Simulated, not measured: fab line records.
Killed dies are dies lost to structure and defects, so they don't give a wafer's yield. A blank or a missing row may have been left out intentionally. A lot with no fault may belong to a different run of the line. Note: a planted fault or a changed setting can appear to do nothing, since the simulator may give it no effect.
The tool behind it: which one? :: flow sky130 :: 39 wafers from 13 lots sampled at 5 of the route's 708 steps

== WHAT THE GAUGES SHOWED, per wafer ==
SKY_POLY_CUT_CD_MEAS_08: the cd target is 270 nm.
lot: L799
measured: day 23 23:26
on: cdSem-01
cdNm (nm): 271.3 272.7 271.8

lot: L801
measured: day 25 01:29
on: cdSem-02
cdNm (nm): 270.5 269.7 270.4

lot: L802
measured: day 25 15:53
on: cdSem-01
cdNm (nm): 270.6 270.6 269.5

lot: L803
measured: day 26 01:49
on: cdSem-02
cdNm (nm): 269.4 269.0 269.4

lot: L805
measured: day 26 16:04
on: cdSem-02
cdNm (nm): 270.8 272.3 272.3

lot: L807
measured: day 27 11:14
on: cdSem-01
cdNm (nm): 271.0 270.9 270.8

lot: L808
measured: day 27 23:05
on: cdSem-01
cdNm (nm): 270.0 270.1 270.6

lot: L813
measured: day 29 04:20
on: cdSem-01
cdNm (nm): 269.9 271.2 270.6

lot: L816
measured: day 30 01:14
on: cdSem-02
cdNm (nm): 270.4 272.2 271.4

lot: L817
measured: day 30 07:29
on: cdSem-01
cdNm (nm): 270.1 269.6 269.1

lot: L818
measured: day 31 06:33
on: cdSem-01
cdNm (nm): 271.4 271.5 270.9

lot: L819
measured: day 31 18:36
on: cdSem-02
cdNm (nm): 269.8 269.4 269.7

lot: L820
measured: day 32 11:38
on: cdSem-01
cdNm (nm): 268.2 266.4 266.9

SKY_POLY_CUT_OVL_MEAS_09.
lot: L799
measured: day 23 23:33
on: overlay-01
POLY_CUT_OVL (nm): -7 0 3

lot: L801
measured: day 25 01:37
on: overlay-01
POLY_CUT_OVL (nm): -1 -3 5

lot: L802
measured: day 25 16:01
on: overlay-02
POLY_CUT_OVL (nm): -6 5 2

lot: L803
measured: day 26 01:55
on: overlay-02
POLY_CUT_OVL (nm): 8 -3 12

lot: L805
measured: day 26 16:11
on: overlay-02
POLY_CUT_OVL (nm): 5 3 4

lot: L807
measured: day 27 11:22
on: overlay-01
POLY_CUT_OVL (nm): -4 13 5

lot: L808
measured: day 27 23:11
on: overlay-01
POLY_CUT_OVL (nm): -4 0 -9

lot: L813
measured: day 29 04:27
on: overlay-01
POLY_CUT_OVL (nm): 10 11 11

lot: L816
measured: day 30 01:22
on: overlay-02
POLY_CUT_OVL (nm): 3 -2 3

lot: L817
measured: day 30 07:35
on: overlay-01
POLY_CUT_OVL (nm): 5 5 5

lot: L818
measured: day 31 06:40
on: overlay-02
POLY_CUT_OVL (nm): 9 3 3

lot: L819
measured: day 31 18:43
on: overlay-02
POLY_CUT_OVL (nm): 6 10 12

lot: L820
measured: day 32 11:44
on: overlay-01
POLY_CUT_OVL (nm): -1 -6 4

SKY_SD_P_CD_MEAS_07: the cd target is 380 nm.
lot: L799
measured: day 25 04:42
on: cdSem-02
cdNm (nm): 380.8 381.2 380.4

lot: L801
measured: day 26 06:39
on: cdSem-02
cdNm (nm): 377.8 376.7 376.9

lot: L802
measured: day 26 21:28
on: cdSem-01
cdNm (nm): 378.2 379.6 376.8

lot: L803
measured: day 27 09:22
on: cdSem-01
cdNm (nm): 376.2 374.9 377.2

lot: L805
measured: day 28 00:08
on: cdSem-01
cdNm (nm): 382.6 382.8 386.1

lot: L807
measured: day 28 13:25
on: cdSem-01
cdNm (nm): 379.8 380.2 378.8

lot: L808
measured: day 29 01:16
on: cdSem-01
cdNm (nm): 378.0 381.3 378.1

lot: L813
measured: day 30 07:07
on: cdSem-02
cdNm (nm): 380.7 384.2 382.2

lot: L816
measured: day 31 04:27
on: cdSem-01
cdNm (nm): 381.0 381.3 379.8

lot: L817
measured: day 31 10:46
on: cdSem-02
cdNm (nm): 346.6 345.1 346.5

lot: L818
measured: day 32 09:49
on: cdSem-02
cdNm (nm): 379.8 379.1 380.6

lot: L819
measured: day 32 22:04
on: cdSem-01
cdNm (nm): 343.0 344.3 341.0

lot: L820
measured: day 33 14:20
on: cdSem-01
cdNm (nm): 380.0 376.8 377.3

== WHAT TOOL EACH LOT RAN ON (gives the tool, then ch and the chambers of the sampled wafers, and finally the start) ==
lot: L799
SKY_POLY_CUT_STRIP_12: plasmaAsher-04 ch 0,1, day 23 23:40
SKY_SD_P_DEVELOP_06: lithoTrack-01 ch 0, day 25 04:33

lot: L801
SKY_POLY_CUT_STRIP_12: plasmaAsher-02 ch 0, day 25 01:44
SKY_SD_P_DEVELOP_06: lithoTrack-01 ch 0, day 26 06:30

lot: L802
SKY_POLY_CUT_STRIP_12: plasmaAsher-04 ch 0,1, day 25 16:08
SKY_SD_P_DEVELOP_06: lithoTrack-04 ch 0, day 26 21:19

lot: L803
SKY_POLY_CUT_STRIP_12: plasmaAsher-04 ch 0,1, day 26 02:02
SKY_SD_P_DEVELOP_06: lithoTrack-03 ch 0, day 27 07:15

lot: L805
SKY_POLY_CUT_STRIP_12: plasmaAsher-04 ch 0,1, day 26 16:19
SKY_SD_P_DEVELOP_06: lithoTrack-01 ch 0, day 27 20:33

lot: L807
SKY_POLY_CUT_STRIP_12: plasmaAsher-04 ch 0,1, day 27 11:29
SKY_SD_P_DEVELOP_06: lithoTrack-03 ch 0, day 28 13:16

lot: L808
SKY_POLY_CUT_STRIP_12: plasmaAsher-02 ch 0,1, day 27 23:19
SKY_SD_P_DEVELOP_06: lithoTrack-03 ch 0, day 29 01:07

lot: L813
SKY_POLY_CUT_STRIP_12: plasmaAsher-04 ch 1, day 29 04:34
SKY_SD_P_DEVELOP_06: lithoTrack-01 ch 0, day 30 06:58

lot: L816
SKY_POLY_CUT_STRIP_12: plasmaAsher-02 ch 0,1, day 30 01:29
SKY_SD_P_DEVELOP_06: lithoTrack-01 ch 0, day 31 04:18

lot: L817
SKY_POLY_CUT_STRIP_12: plasmaAsher-01 ch 0,1, day 30 07:43
SKY_SD_P_DEVELOP_06: lithoTrack-03 ch 0, day 31 10:37

lot: L818
SKY_POLY_CUT_STRIP_12: plasmaAsher-04 ch 0,1, day 31 06:47
SKY_SD_P_DEVELOP_06: lithoTrack-04 ch 0, day 32 09:40

lot: L819
SKY_POLY_CUT_STRIP_12: plasmaAsher-04 ch 0,1, day 31 18:50
SKY_SD_P_DEVELOP_06: lithoTrack-03 ch 0, day 32 21:55

lot: L820
SKY_POLY_CUT_STRIP_12: plasmaAsher-02 ch 0,1, day 32 11:52
SKY_SD_P_DEVELOP_06: lithoTrack-01 ch 0, day 33 14:12
- SKY_POLY_CUT_STRIP_12: strips in O2/N2.
- SKY_SD_P_DEVELOP_06: develop time 60 s.

== AS READ BY THE TOOLS THEMSELVES (means over the sampled wafers that have a number; for cases with no such wafer, the mark the record gives instead) ==
SKY_POLY_CUT_STRIP_12.
lot: L799
tool: plasmaAsher-04
drypumpMotorCurrentA (A): 5.93
oesProductAu (a.u.): 0.447
stripTimeToEndpointS (s): 5.337

lot: L801
tool: plasmaAsher-02
drypumpMotorCurrentA (A): 5.70
oesProductAu (a.u.): 0.454
stripTimeToEndpointS (s): 5.380

lot: L802
tool: plasmaAsher-04
drypumpMotorCurrentA (A): 5.93
oesProductAu (a.u.): 0.452
stripTimeToEndpointS (s): 5.358

lot: L803
tool: plasmaAsher-04
drypumpMotorCurrentA (A): 5.91
oesProductAu (a.u.): 0.455
stripTimeToEndpointS (s): 5.360

lot: L805
tool: plasmaAsher-04
drypumpMotorCurrentA (A): 5.94
oesProductAu (a.u.): 0.453
stripTimeToEndpointS (s): 5.363

lot: L807
tool: plasmaAsher-04
drypumpMotorCurrentA (A): 5.92
oesProductAu (a.u.): 0.455
stripTimeToEndpointS (s): 5.356

lot: L808
tool: plasmaAsher-02
drypumpMotorCurrentA (A): 5.75
oesProductAu (a.u.): 0.455
stripTimeToEndpointS (s): 5.373

lot: L813
tool: plasmaAsher-04
drypumpMotorCurrentA (A): 5.93
oesProductAu (a.u.): 0.453
stripTimeToEndpointS (s): 5.378

lot: L816
tool: plasmaAsher-02
drypumpMotorCurrentA (A): 5.76
oesProductAu (a.u.): 0.455
stripTimeToEndpointS (s): 5.375

lot: L817
tool: plasmaAsher-01
drypumpMotorCurrentA (A): 5.65
oesProductAu (a.u.): 0.456
stripTimeToEndpointS (s): 5.385

lot: L818
tool: plasmaAsher-04
drypumpMotorCurrentA (A): 5.92
oesProductAu (a.u.): 0.453
stripTimeToEndpointS (s): 5.361

lot: L819
tool: plasmaAsher-04
drypumpMotorCurrentA (A): 5.93
oesProductAu (a.u.): 0.453
stripTimeToEndpointS (s): 5.361

lot: L820
tool: plasmaAsher-02
drypumpMotorCurrentA (A): 5.75
oesProductAu (a.u.): 0.454
stripTimeToEndpointS (s): 5.362

== THE ANSWER, worked out from the rows above alone ==
Rule: the usual values come from the lots themselves. Put in order of their means at a reading, lots are off if they are a third of the lots or fewer, leave a main group of 4 or more, and stand apart from it by a gap of 3 or more times the standard deviation of the main group's means; of several such gaps the widest counts. A main group whose means are all the same, to the digits that the tables above print for the reading, isn't used. Also off: a lot with no number at a reading for which 4 or more lots have one. Where the step has rows for the other lots, those lots are counted as sound. Order of review: gauges by route order, followed by the tools' own readings, for which a lot's mean as printed above is used. The first step at which some lot is off is used, and at that step the reading that is off furthest; a lot without a number counts as furthest.
Off, at SKY_SD_P_CD_MEAS_07 on cdNm: L817, L819. The main group has a mean of 379.6 nm with a standard deviation of 2.2.
A tool fits if, at a process step before that reading, it ran every lot that is off, and no sound lot after the first of them. Gauges at SKY_SD_P_CD_MEAS_07: tried the same way as those tools. One fits: lithoTrack-03 at SKY_SD_P_DEVELOP_06. Its last sound lot is L808 (day 29 01:07), its first lot that is off L817 (day 31 10:37): a fault that began between those two fits.

== WHAT THE SIMULATOR HAD INSERTED ==
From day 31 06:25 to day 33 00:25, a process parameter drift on lithoTrack-03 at SKY_SD_P_DEVELOP_06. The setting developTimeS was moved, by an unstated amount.
Shown lots that were struck: L817, L819. The rule above reached the same finding.
